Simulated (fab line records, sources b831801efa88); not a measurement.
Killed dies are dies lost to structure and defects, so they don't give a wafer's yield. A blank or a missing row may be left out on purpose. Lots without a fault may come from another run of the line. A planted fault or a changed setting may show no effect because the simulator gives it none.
fab line records | flow sky130
record lots=4 wafers=12 last_day=50
route steps=708 shown LDD_LDN@292 SPACER@304 POLY_CUT@307 SD_P@320 RES_XHIGH@332 SALICIDE@361 PAD_OPEN@708
lots that met no fault: from a run of the same line without faults
start_h: hours from the record's first day to the start of the lot's first wafer shown | wait_h: hours since the lot's step before | " the same as in the row above | L1.1+2: a row that stands for several wafers | - no value, or no start given | * or withheld: withheld | < > ~ a bound
route shown NAME@n: a module of which the file shows steps, and the number in the route of the first | usual: mean/standard deviation of fault-free wafers | same: alike in all rows | chamber/n: place in a boat | sites: the reading at each site | _std_site: their standard deviation | _edge_site: outer sites' mean less inner sites' | radius_mm: how far each site lies from the wafer's centre | mask NAME#n: copy n | behind: the tool/chamber that last shaped the wafer | hold: why the lot was held/for how many hours/how that ended | device: the transistor (n, p or np) that didn't switch | end of line: the same wafers' tests at the end of the route | a step without rows: its recipe alone | killed: dies lost to structure and defects at the first sort, not the wafer's yield | map: a wafer's dies, x killed, . not, _ none there
set.NAME: the setting as run; set.NAME@STEP: as run at that earlier step | model.NAME: the simulator's own value behind a step, which no gauge read
lots at some steps of the route; a table a step, a row a wafer
services: from which hour (start_h, from the record's first day; less than 0 if before it) a tool's chamber was out of use, for how many hours, and why
## steps
# step SKY_LDD_LDN_SOFTBAKE_03
# recipe temp_c=90 time_s=60 resist=NOVOLAK
# step SKY_LDD_LDN_EXPOSE_04
# recipe mask_id=LDNTM na=0.6 source_shape=conventional sigma_outer=0.6 polarization=unpolarized target_cd_nm=700 dose_mj=140
# step SKY_LDD_LDN_PEB_05
# recipe temp_c=withheld time_s=* resist=NOVOLAK
# step SKY_LDD_LDN_DEVELOP_06
# recipe resist=NOVOLAK developer=TMAH develop_time_s=60 dev_temp_c=23
# step SKY_LDD_LDN_IMPLANT_08
# recipe species=As energy_kev=15 dose_cm2=1.25e+13 tilt_deg=withheld rotation_deg=23
# step SKY_LDD_LDN_IMPLANT_09
# recipe species=As energy_kev=15 dose_cm2=1.25e+13 tilt_deg=withheld rotation_deg=113
# step SKY_LDD_LDN_IMPLANT_10
# recipe species=As energy_kev=15 dose_cm2=1.25e+13 tilt_deg=withheld rotation_deg=203
# step SKY_LDD_LDN_IMPLANT_11
# recipe species=As energy_kev=15 dose_cm2=1.25e+13 tilt_deg=withheld rotation_deg=293
# step SKY_LDD_LDN_STRIP_12
# recipe chemistry=O2/N2 power_w=1400 pressure_mtorr=1500 platen_temp_c=withheld o2_flow_sccm=3000 n2_flow_sccm=300 overash_fraction=0.5
# step SKY_LDD_LDN_CLEAN_14
# recipe chemistry=SC1/SC2 mix=1:4:20 temp_c=70 time_s=150 dry=n2_spin
# step SKY_SPACER_CVD_00
# recipe material=Si3N4 precursor=DCS/NH3 target_thk_nm=43.1 temp_c=770 time_s=740 pressure_mtorr=250
# usual spike_tc_bottom_C=791.3/1.1 spike_tc_top_C=786.2/1 susceptor_temp_C=769.99/0.28
# columns lot.wafer tool chamber start_h wait_h spike_tc_bottom_C spike_tc_top_C susceptor_temp_C model.Si3N4_of_SPACER_CVD_00.thk_nm
L934.3 lpcvd-02 1 571.84 0.4 791.2 785.7 770.27 39.9
L934.4 " 1 " " 789.9 786.6 770.02 39.62
L934.5 " 1 " " 792.2 786.8 770.36 39.3
L935.3 lpcvd-02 0 586.49 1.0 790.9 786.7 769.77 39.84
L935.4 " 0 " " 792.1 787.1 769.93 39.83
L935.6 " 0 " " 792.7 785.8 769.74 39.78
L948.1 lpcvd-02 0 688.24 0.1 791.5 786.8 769.58 42.9
L948.2 " 0 " " 792.2 786.9 769.54 43.22
L948.5 " 0 " " 791.6 788.6 770.07 43.08
L951.1 lpcvd-02 0 716.20 0.0 791.2 786.7 769.73 42.44
L951.4 " 0 " " 790.4 786.3 770.36 42.82
L951.5 " 0 " " 791.6 786.1 769.99 42.63
# step SKY_SPACER_THK_MEAS_01
# recipe reads=Si3N4_of_SPACER_CVD_00
# usual SPACER_CVD_00_THK=43.1/0.39
# columns lot.wafer tool chamber start_h wait_h SPACER_CVD_00_THK[nm]
L934.3 film_metro-02 - 573.06 0.0 39.9
L934.4 " - " " 39.7
L934.5 " - " " 39.3
L935.3 film_metro-02 - 587.71 0.0 39.8
L935.4 " - " " 39.9
L935.6 " - " " 39.8
L948.1 film_metro-04 - 689.44 0.0 42.9
L948.2 " - " " 43.2
L948.5 " - " " 43.1
L951.1 film_metro-02 - 717.41 0.0 42.5
L951.4 " - " " 42.8
L951.5 " - " " 42.6
# step SKY_SPACER_ETCHBACK_02
# recipe chemistry=CH3F/O2 target=Si3N4 stop_on=SiO2 source_w=400 bias_w=80 pressure_mtorr=25 ch3f_flow_sccm=40 O2_flow_sccm=30 time_s=46.7 target_depth_a=450
# usual drypump_motor_current_A=5.8/0.36 oes_product_au=0.855/0.0063 rf_fwd_power_W=396.1/1.4 throttle_valve_pct=10.563/0.0099
# same time_s=46.7
# columns lot.wafer tool chamber start_h wait_h drypump_motor_current_A oes_product_au rf_fwd_power_W rf_hours_counter_h throttle_valve_pct model.etch.depth_nm
L934.3 rie_diel-04 0 573.10 0.0 5.7 0.814 397.3 37 10.554 39.9
L934.4 " 2 " " 6.2 0.823 394.8 1 10.548 39.62
L934.5 " 2 " " 6.2 0.814 396.1 - 10.563 39.3
L935.3 rie_diel-02 0 587.75 0.0 5.2 0.814 395.1 16 10.562 39.84
L935.4 " 3 " " 5.7 0.819 395.9 68 10.570 39.83
L935.6 " 1 " " 5.7 0.817 394.8 - 10.571 39.78
L948.1 rie_diel-03 1 689.50 0.1 6.2 0.854 396.5 11 10.543 42.9
L948.2 " 3 " " 5.6 0.857 396.9 16 10.557 43.22
L948.5 " 2 " " 5.7 0.857 396.6 - 10.566 43.08
L951.1 rie_diel-04 0 717.47 0.1 5.7 0.844 396.9 39 10.560 42.44
L951.4 " 1 " " 6.1 0.846 394.1 6 10.550 42.82
L951.5 " 0 " " 5.7 0.851 397.1 - 10.557 42.63
# step SKY_POLY_CUT_DEHYDRATE_00
# recipe temp_c=200 time_s=60
# step SKY_POLY_CUT_HMDS_01
# recipe prime_time_s=60 prime_temp_c=120
# step SKY_POLY_CUT_COAT_02
# recipe resist=BARC temp_c=withheld time_s=withheld spin_rpm=3000 resist_thk_nm=60
# step SKY_POLY_CUT_COAT_03
# recipe resist=KrF-thick spin_rpm=3000 resist_thk_nm=450
# step SKY_POLY_CUT_SOFTBAKE_04
# recipe temp_c=100 time_s=90 resist=KrF-thick
# step SKY_POLY_CUT_EXPOSE_05
# recipe mask_id=NPCM na=0.8 source_shape=annular sigma_inner=0.55 sigma_outer=0.85 target_cd_nm=270 dose_mj=32
# step SKY_POLY_CUT_PEB_06
# recipe peb_temp_c=withheld peb_time_s=withheld resist=KrF-thick
# step SKY_POLY_CUT_DEVELOP_07
# recipe develop_time_s=60 resist=KrF-thick dev_temp_c=21
# step SKY_POLY_CUT_ETCH_10
# recipe chemistry=N2/H2 target=BARC ion_energy_ev=200 source_w=500 bias_w=100 pressure_mtorr=30 n2_flow_sccm=100 h2_flow_sccm=200 stop_on=SiO2 time_s=45.9 target_depth_a=600
# step SKY_POLY_CUT_ETCH_11
# recipe target=Si3N4 chemistry=CF4/CH2F2/Ar stop_on=poly-Si source_w=600 bias_w=150 pressure_mtorr=40 cf4_flow_sccm=40 ch2f2_flow_sccm=20 Ar_flow_sccm=150 time_s=42.5 target_depth_a=600
# step SKY_POLY_CUT_STRIP_12
# recipe chemistry=O2/N2 power_w=1400 pressure_mtorr=1500 platen_temp_c=withheld o2_flow_sccm=3000 n2_flow_sccm=300 overash_fraction=0.5
# step SKY_SD_P_DEHYDRATE_00
# recipe temp_c=200 time_s=60
# step SKY_SD_P_HMDS_01
# recipe prime_time_s=60 prime_temp_c=120
# step SKY_SD_P_COAT_02
# recipe resist=NOVOLAK spin_rpm=3000 resist_thk_nm=1140
# step SKY_SD_P_SOFTBAKE_03
# recipe temp_c=90 time_s=60 resist=NOVOLAK
# step SKY_SD_P_EXPOSE_04
# recipe mask_id=PSDM na=0.6 source_shape=conventional sigma_outer=0.6 polarization=unpolarized target_cd_nm=380 dose_mj=138
# step SKY_SD_P_PEB_05
# recipe temp_c=withheld time_s=* resist=NOVOLAK
# step SKY_SD_P_DEVELOP_06
# recipe resist=NOVOLAK developer=TMAH develop_time_s=60 dev_temp_c=23
# step SKY_SD_P_IMPLANT_09
# recipe species=BF2 energy_kev=20 dose_cm2=3e+15 tilt_deg=0
# step SKY_SD_P_STRIP_10
# recipe chemistry=O2/N2 power_w=1400 pressure_mtorr=1500 platen_temp_c=withheld o2_flow_sccm=3000 n2_flow_sccm=300 overash_fraction=0.5
# step SKY_RES_XHIGH_DEHYDRATE_00
# recipe temp_c=200 time_s=60
# step SKY_RES_XHIGH_HMDS_01
# recipe prime_time_s=60 prime_temp_c=120
# step SKY_SALICIDE_CLEAN_00
# recipe chemistry=HF-last time_s=30 dilution=100:1 dry=ipa_marangoni
# same time_s=30
# columns lot.wafer tool chamber start_h wait_h model.Si3N4_of_SPACER_CVD_00.thk_nm
L934.3 wet_bench-03 3 690.47 0.1 38.93
L934.4 " 3 " " 38.65
L934.5 " 3 " " 38.33
L935.3 wet_bench-01 1 702.87 0.1 38.87
L935.4 " 1 " " 38.86
L935.6 " 1 " " 38.81
L948.1 wet_bench-03 1 801.51 0.1 41.92
L948.2 " 1 " " 42.25
L948.5 " 1 " " 42.1
L951.1 wet_bench-01 1 827.35 0.1 41.45
L951.4 " 1 " " 41.83
L951.5 " 1 " " 41.64
# step SKY_PAD_OPEN_PROBE_99
# usual killed_at_M0_to_M3=42/6.6 killed_at_M4_up=3.0/1.8 killed_at_contacts=25/5.1 killed_at_front_end=15/4.4 killed_at_other=0.3/0.56 killed_dies=86/8.6 killed_on_rim=17/3.9 killed_open=47/6.9 killed_short=38/6
# same gross_dies=492 killed_at_back_side=0
# columns lot.wafer tool chamber start_h wait_h killed_at_M0_to_M3 killed_at_M4_up killed_at_contacts killed_at_front_end killed_at_other killed_dies killed_on_rim killed_open killed_short model.etest.pfet_01v8.r_on_ohm_um model.etest.sonos_uncharged.r_on_ohm_um model.etest.pfet_01v8.drive_ua_um model.etest.pfet_01v8_hvt.drive_ua_um
L934.3 prober-01 - 1107.28 0.2 51 6 17 23 0 97 18 56 41 2924 819 189.9 142.7
L934.4 prober-01 - 1107.33 0.2 45 4 20 22 0 91 17 54 37 2860 788.3 197 146.3
L934.5 prober-01 - 1107.38 0.2 42 0 24 15 0 81 13 49 32 2749 791.9 204.6 152.4
L935.3 prober-02 - 1117.63 0.2 39 5 30 14 0 88 13 48 40 2730 793.8 204.9 153.2
L935.4 prober-02 - 1117.68 0.2 51 1 29 16 0 97 11 60 37 2786 809.9 199.4 149.7
L935.6 prober-02 - 1117.78 0.2 41 5 21 16 0 83 9 43 40 2798 801.5 196.9 148.2
L948.1 prober-01 - 1182.81 0.1 38 4 31 15 0 88 13 49 39 2901 807.2 193.2 143.5
L948.2 prober-01 - 1182.86 0.1 48 3 19 13 1 84 19 47 37 2898 811.1 192.7 145
L948.5 prober-01 - 1183.01 0.2 38 2 21 13 1 75 16 35 40 2915 812.6 189 141.2
L951.1 prober-02 - 1198.53 0.1 32 4 21 15 0 72 10 31 41 2835 810.3 198.2 147.4
L951.4 prober-02 - 1198.68 0.2 48 3 25 18 0 94 21 53 41 2911 799 193.9 143.1
L951.5 prober-02 - 1198.73 0.2 44 4 30 7 1 86 13 50 36 2889 805.2 193.8 144
# killed by level:class
L934.3 VIA1:geometric_particle:open=10 VIA2:geometric_particle:open=9 VIA3:geometric_particle:open=9 CONTACT:geometric_particle:open=6 METAL2:geometric_particle:short=6 METAL4:geometric_particle:short=5 FIELD_ISO:geometric_particle:open=4 POLY_GATE:geometric_particle:open=4
L934.4 VIA1:geometric_particle:open=17 VIA1:geometric_particle:short=8 CONTACT:geometric_particle:open=6 FIELD_ISO:geometric_particle:open=5 VIA3:geometric_particle:open=5 LI_CONTACT:geometric_particle:open=5 POLY_GATE:geometric_particle:open=4 METAL1:geometric_particle:open=4
L934.5 LI_CONTACT:geometric_particle:open=11 VIA1:geometric_particle:open=10 CONTACT:geometric_particle:open=8 METAL2:geometric_particle:short=8 VIA2:geometric_particle:open=6 METAL1:geometric_particle:short=6 VIA1:geometric_particle:short=5 FIELD_ISO:geometric_particle:open=4
L935.3 VIA1:geometric_particle:open=13 LI_CONTACT:geometric_particle:open=12 CONTACT:geometric_particle:open=9 FIELD_ISO:geometric_particle:short=5 METAL2:geometric_particle:short=5 METAL4:geometric_particle:short=5 FIELD_ISO:geometric_particle:open=4 VIA3:geometric_particle:short=4
L935.4 VIA1:geometric_particle:open=13 LI_CONTACT:geometric_particle:open=9 VIA2:geometric_particle:open=9 VIA3:geometric_particle:open=8 CONTACT:geometric_particle:short=7 CONTACT:geometric_particle:open=6 METAL2:geometric_particle:short=5 FIELD_ISO:geometric_particle:short=4
L935.6 CONTACT:geometric_particle:open=12 VIA2:geometric_particle:open=7 VIA1:geometric_particle:short=6 VIA1:geometric_particle:open=6 POLY_GATE:geometric_particle:short=5 CONTACT:geometric_particle:short=5 FIELD_ISO:geometric_particle:short=4 LI_CONTACT:geometric_particle:open=4
L948.1 CONTACT:geometric_particle:open=11 VIA2:geometric_particle:open=8 METAL1:geometric_particle:short=8 VIA1:geometric_particle:open=6 CONTACT:geometric_particle:short=6 LI_CONTACT:geometric_particle:open=5 POLY_GATE:geometric_particle:open=4 LI_CONTACT:geometric_particle:short=4
L948.2 VIA2:geometric_particle:open=12 VIA1:geometric_particle:open=9 LI_CONTACT:geometric_particle:open=7 CONTACT:geometric_particle:open=6 METAL1:geometric_particle:short=6 METAL2:geometric_particle:short=6 FIELD_ISO:geometric_particle:open=4 VIA1:geometric_particle:short=4
L948.5 METAL1:geometric_particle:short=10 CONTACT:geometric_particle:open=8 LI_CONTACT:geometric_particle:open=6 VIA1:geometric_particle:open=6 METAL2:geometric_particle:short=5 POLY_GATE:geometric_particle:short=4 LOCAL_INTERCONNECT:geometric_particle:short=4 VIA2:geometric_particle:short=4
L951.1 FIELD_ISO:geometric_particle:open=8 LI_CONTACT:geometric_particle:open=6 METAL1:geometric_particle:short=6 LOCAL_INTERCONNECT:geometric_particle:short=5 CONTACT:geometric_particle:open=5 VIA2:geometric_particle:open=4 VIA1:geometric_particle:open=4 CONTACT:geometric_particle:short=4
L951.4 VIA1:geometric_particle:open=13 CONTACT:geometric_particle:open=9 FIELD_ISO:geometric_particle:open=7 VIA3:geometric_particle:open=7 LOCAL_INTERCONNECT:geometric_particle:short=6 VIA1:geometric_particle:short=5 VIA2:geometric_particle:open=5 CONTACT:geometric_particle:short=4
L951.5 VIA1:geometric_particle:open=15 CONTACT:geometric_particle:short=8 VIA2:geometric_particle:open=8 LI_CONTACT:geometric_particle:open=7 CONTACT:geometric_particle:open=6 METAL2:geometric_particle:short=4 VIA3:geometric_particle:short=4 LI_CONTACT:geometric_particle:short=3
## services
# columns tool chamber start_h hours kind
rie_diel-04 - 557.84 1.0 repair
lpcvd-02 - 571.11 0.7 repair
rie_diel-02 3 613.18 12.4 repair
rie_diel-04 - 621.68 0.1 repair
lpcvd-02 - 622.10 6.0 pm
rie_diel-02 3 625.60 - clean
rie_diel-02 3 625.60 12.8 scheduled_down
rie_diel-02 3 625.60 12.8 vent_cycle
rie_diel-04 - 630.53 2.8 pm
rie_diel-02 2 663.51 6.9 repair
rie_diel-03 0 688.80 - clean
rie_diel-03 0 688.80 16.6 scheduled_down
rie_diel-03 0 688.80 16.6 vent_cycle
rie_diel-03 2 694.78 5.4 repair
rie_diel-02 - 714.33 1.3 repair
rie_diel-03 2 720.69 5.6 repair
rie_diel-03 0 756.62 5.5 repair
rie_diel-04 0 760.31 - clean
rie_diel-04 0 760.31 21.5 scheduled_down
rie_diel-04 0 760.31 21.5 vent_cycle
rie_diel-02 3 824.09 6.3 repair
## key
first_sign step=SKY_SPACER_THK_MEAS_01 reading=SPACER_CVD_00_THK direction=down sigmas=8.8 usual=43.1 struck=39.7
effect step=SKY_SPACER_ETCHBACK_02 reading=oes_product_au direction=down sigmas=6.1 usual=0.855 struck=0.817
model_effect step=SKY_SPACER_CVD_00 value=Si3N4_of_SPACER_CVD_00.thk_nm without=43.18 struck=39.71
model_effect step=SKY_SPACER_ETCHBACK_02 value=etch.depth_nm without=43.18 struck=39.71
model_effect step=SKY_SALICIDE_CLEAN_00 value=Si3N4_of_SPACER_CVD_00.thk_nm without=42.21 struck=38.74
model_effect step=SKY_PAD_OPEN_PROBE_99 value=etest.pfet_01v8.r_on_ohm_um without=2915 struck=2808
met_at SKY_SPACER_CVD_00
struck_wafers L934.3,L934.4,L934.5,L935.3,L935.4,L935.6
tester_left_out L934,L935
fault kind=process_parameter_drift tool=lpcvd-02 chamber=- onset_h=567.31 steps=SKY_SPACER_CVD_00 channel=target_thk_nm offset=-3.4636 shape=step end_h=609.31 acts_in=these_recipes_only stated=43.1
# tester_left_out: of these lots the tester's yield and bins aren't shown, on N5 and GAA mostly nor the transistor test; their killed dies are dies lost to structure and defects alone, not to doping, threshold or leakage, so they don't give the yield
